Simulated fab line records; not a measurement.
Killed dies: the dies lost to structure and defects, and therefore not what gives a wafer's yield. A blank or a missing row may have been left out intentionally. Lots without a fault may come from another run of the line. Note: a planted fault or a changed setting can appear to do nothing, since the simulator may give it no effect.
Matching of chambers :: flow gf180mcu :: GF_V5_CMP_04 on cmp-01 has 4 sister chambers
The step polishes SiO2. 8 wafers are shown with their chamber, then 7 later ones without.

WAFERS PAIRED WITH THEIR CHAMBERS
wafer: L905.1
chamber: 1
motorCurrentA (A): 12.9

wafer: L908.3
chamber: 3
motorCurrentA (A): 15.0

wafer: L916.1
chamber: 2
motorCurrentA (A): 13.0

wafer: L920.2
chamber: 3
motorCurrentA (A): 14.8

wafer: L920.3
chamber: 0
motorCurrentA (A): 10.5

wafer: L920.5
chamber: 2
motorCurrentA (A): 12.8

wafer: L922.4
chamber: 1
motorCurrentA (A): 12.4

wafer: L922.5
chamber: 0
motorCurrentA (A): 11.2

WAFERS WHOSE CHAMBER IS MISSING
wafer: L922.6
motorCurrentA (A): 14.8

wafer: L924.1
motorCurrentA (A): 10.9

wafer: L924.2
motorCurrentA (A): 14.7

wafer: L924.3
motorCurrentA (A): 13.0

wafer: L925.2
motorCurrentA (A): 11.9

wafer: L925.3
motorCurrentA (A): 13.1

wafer: L925.6
motorCurrentA (A): 10.6

WHICH CHAMBER EACH ONE RAN IN
wafer: L922.6
from the rows above: 3
in truth: 3

wafer: L924.1
from the rows above: 0
in truth: 0

wafer: L924.2
from the rows above: 3
in truth: 3

wafer: L924.3
from the rows above: can't be placed: 2 or 1
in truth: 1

wafer: L925.2
from the rows above: can't be placed: 1 or 2 or 0
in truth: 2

wafer: L925.3
from the rows above: can't be placed: 2 or 1
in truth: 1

wafer: L925.6
from the rows above: 0
in truth: 0
4 of 7 placed correctly. These rows do not allow placing 3 (true chamber among the candidates in 3). Placed wrongly: 0.
How it was worked out, from the rows above alone: a wafer's distance from a chamber is the root of the sum, over the readings, of the square of ((its reading less the chamber's mean) divided by the reading's scatter). If the next closest chamber is less than 2 further off than the closest, the wafer can't be placed; otherwise it belongs to the closest. A chamber's mean is the mean of its shown wafers. The scatter: the root of (the sum of the squares of (reading less its chamber's mean) over the shown wafers, divided by (wafers less chambers)).
